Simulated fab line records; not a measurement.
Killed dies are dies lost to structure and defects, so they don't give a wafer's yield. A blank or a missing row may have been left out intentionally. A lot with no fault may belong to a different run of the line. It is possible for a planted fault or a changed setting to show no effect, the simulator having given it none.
A struck lot beside a sound one || flow sky130 || 33 out of 708 route steps
Sound: wafers L587.3, L587.4, L587.5. Struck: wafer L584.1. (L584.2, L584.3 of the same lot were not struck and are left out.) The cause comes at the end.
Order at every step that has rows: each side's tool, ch and its chambers, its first start. Under that, the readings that differ: sound wafers || struck wafers || difference of the means || sigmas: that difference in standard deviations of wafers without a fault.
alike: words and numbers the same on both sides, and readings whose means are apart by under 2 such deviations; not compared: readings that were withheld, readings missing a value for some wafer, numbers with overlapping values and no deviation given by the record, and bounds like >300 which may hide the same value.
The two part at a step that has a row with sigmas, a row that says differs or no value, or rows on one side only. Non-overlapping numbers with no deviation appear without sigmas and do not part them. A reading missing from all wafers of one side parts the sides only when that side holds two or more wafers.

first, 9 steps without rows for these wafers: SKY_LI_CONTACT_ETCH_14 (etches BARC in N2/H2, stops on SiO2, time 45.9 s, target depth 60 nm); SKY_LI_CONTACT_ETCH_15 (etches PSG in C4F8/O2/Ar, stops on Si, target depth 600 nm); SKY_LI_CONTACT_STRIP_16 (strips in O2/N2); SKY_LI_CONTACT_CLEAN_17 (cleans in NMP, time 600 s); SKY_LI_CONTACT_PRE_CLEAN_18 (time 5.6 s); SKY_LI_CONTACT_SPUTTER_19 (material Ti, target thk 20 nm, time 106.37 s); SKY_LI_CONTACT_SPUTTER_20 (material TiN, target thk 20 nm, time 80 s); SKY_LI_CONTACT_CVD_21 (deposits W, target thk 400 nm, time 120.56 s); SKY_LI_CONTACT_CMP_24 (polishes, stops on PSG, t overpolish 20 s, target thk 0 nm).
SKY_LOCAL_INTERCONNECT_SPUTTER_00: material TiN, target thk 100 nm, time 83.3 s.
  sound on pvd_sputter-01, day 34 07:27; struck on pvd_sputter-03, day 33 19:08
{"reading": "substrate_temp_c (C)", "sound": "300.07 300.20 300.20", "struck": 299.73, "difference": -0.43, "sigmas": -2}
  alike: susceptor_temp_C, throttle_valve_pct
then, 22 steps without rows for these wafers: SKY_LOCAL_INTERCONNECT_DEHYDRATE_03 (time 60 s); SKY_LOCAL_INTERCONNECT_HMDS_04 (prime time 60 s); SKY_LOCAL_INTERCONNECT_COAT_05 (resist thk 60 nm); SKY_LOCAL_INTERCONNECT_COAT_06 (resist thk 450 nm); SKY_LOCAL_INTERCONNECT_SOFTBAKE_07 (time 90 s); SKY_LOCAL_INTERCONNECT_EXPOSE_08 (exposes mask LI1M, target cd 170 nm); SKY_LOCAL_INTERCONNECT_PEB_09; SKY_LOCAL_INTERCONNECT_DEVELOP_10 (develop time 60 s); SKY_LOCAL_INTERCONNECT_ETCH_13 (etches BARC in N2/H2, stops on SiO2, time 45.9 s, target depth 60 nm); SKY_LOCAL_INTERCONNECT_METAL_ETCH_14 (etches TiN in Cl2/BCl3, stops on PSG, target depth 110 nm, time 31.4 s); SKY_LOCAL_INTERCONNECT_STRIP_15 (strips in O2/N2); SKY_LOCAL_INTERCONNECT_STRIP_16 (strips in post etch residue remover, time 1200 s); SKY_LOCAL_INTERCONNECT_CLEAN_17 (cleans in IPA, time 180 s); SKY_LOCAL_INTERCONNECT_CLEAN_18 (cleans in O3/DIW); SKY_CONTACT_CVD_00 (deposits Si3N4, target thk 75 nm); SKY_CONTACT_HDPCVD_02 (deposits SiO2, target thk 565 nm, time 94.2 s); SKY_CONTACT_CMP_04 (polishes SiO2); SKY_CONTACT_DEHYDRATE_06 (time 60 s); SKY_CONTACT_HMDS_07 (prime time 60 s); SKY_CONTACT_COAT_08 (resist thk 60 nm); SKY_CONTACT_COAT_09 (resist thk 450 nm); SKY_CONTACT_SOFTBAKE_10 (time 90 s).
-- the record jumps here: 15 days lie between the struck wafers' starts before and after (it left off in module CONTACT and takes up again in module PAD_OPEN, whose first step shown is number 708 of the route) --
SKY_PAD_OPEN_PROBE_99:
  sound on prober-02, day 49 10:51; struck on prober-01, day 49 02:37
{"reading": "hold", "sound": "- - -", "struck": "await_dispo/5.0h/release", "difference": "no value on the sound wafers", "sigmas": ""}
{"reading": "killed_at_contacts", "sound": "23 23 16", "struck": 77, "difference": "+56", "sigmas": "+11"}
{"reading": "killed_dies", "sound": "92 81 74", "struck": 136, "difference": "+54", "sigmas": "+5"}
  alike: killed_at_M0_to_M3, killed_at_M4_up, killed_at_front_end, killed_at_other, killed_open, killed_short

WHERE THEY PART
Earliest at SKY_LOCAL_INTERCONNECT_SPUTTER_00; latest, in this record, at SKY_PAD_OPEN_PROBE_99.

WHY: what had been put in by the simulator
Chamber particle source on pvd_sputter-03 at SKY_LOCAL_INTERCONNECT_SPUTTER_00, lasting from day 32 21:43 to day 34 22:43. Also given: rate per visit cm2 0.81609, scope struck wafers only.
